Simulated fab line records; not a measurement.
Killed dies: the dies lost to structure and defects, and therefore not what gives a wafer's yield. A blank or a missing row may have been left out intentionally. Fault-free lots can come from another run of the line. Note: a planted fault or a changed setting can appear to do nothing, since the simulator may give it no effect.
The tool behind it: which one? | flow gf180mcu | 13 lots, 39 wafers sampled, at 1 step of a route of 602

WHAT THE GAUGES READ, wafer by wafer
GF_STI_THK_MEAS_22. Usual: STI_OXIDATION_01_THK gives 14.97 nm (standard deviation 0.27).
lot  | measured    | on            | STI_OXIDATION_01_THK (nm) | flag
L634 | day 2 04:54 | film-metro-04 | 14.87 14.79 14.35         |
L635 | day 2 08:57 | film-metro-03 | 15.26 15.41 15.25         |
L636 | day 2 13:39 | film-metro-02 | 14.49 14.52 14.56         |
L637 | day 2 19:13 | film-metro-03 | 14.99 15.14 15.08         |
L638 | day 3 00:16 | film-metro-03 | 15.36 15.25 15.02         |
L641 | day 3 15:47 | film-metro-03 | 15.02 14.98 14.92         |
L642 | day 3 21:36 | film-metro-02 | 14.73 14.86 15.07         |
L643 | day 4 01:30 | film-metro-02 | 15.10 15.11 14.94         |
L644 | day 4 07:07 | film-metro-03 | 15.20 15.17 15.10         |
L645 | day 4 13:31 | film-metro-02 | 15.04 14.74 14.88         |
L653 | day 6 06:59 | film-metro-03 | 15.47 15.50 15.61         |
L654 | day 6 10:37 | film-metro-04 | 14.61 14.60 14.76         |
L656 | day 6 20:11 | film-metro-03 | 14.62 14.78 15.00         |

TOOL THAT RAN EACH LOT (tool first, then ch and the chambers of the sampled wafers, then the start)
There is no process step in the record ahead of these readings.

AS READ BY THE TOOLS THEMSELVES (means over the sampled wafers that have a number; for cases with no such wafer, the mark the record gives instead)
The record holds no such reading with a usual standard deviation.

THE ANSWER, worked out from the rows above alone
Rule: a lot is off if the mean of its wafers that have a number lies more than 3 standard deviations from the usual mean. A lot without any number at a reading at which 4 lots or more have one is off too. The other lots that the step has rows for count as sound. After the gauges, taken in route order, come the tools' own readings; for these a lot's mean is taken, as printed above. The first step at which some lot is off is used, and at that step the reading that is off furthest; a lot without a number counts as furthest.
No lot is off at any reading shown: from this, nothing can be told.

WHAT THE SIMULATOR PUT IN
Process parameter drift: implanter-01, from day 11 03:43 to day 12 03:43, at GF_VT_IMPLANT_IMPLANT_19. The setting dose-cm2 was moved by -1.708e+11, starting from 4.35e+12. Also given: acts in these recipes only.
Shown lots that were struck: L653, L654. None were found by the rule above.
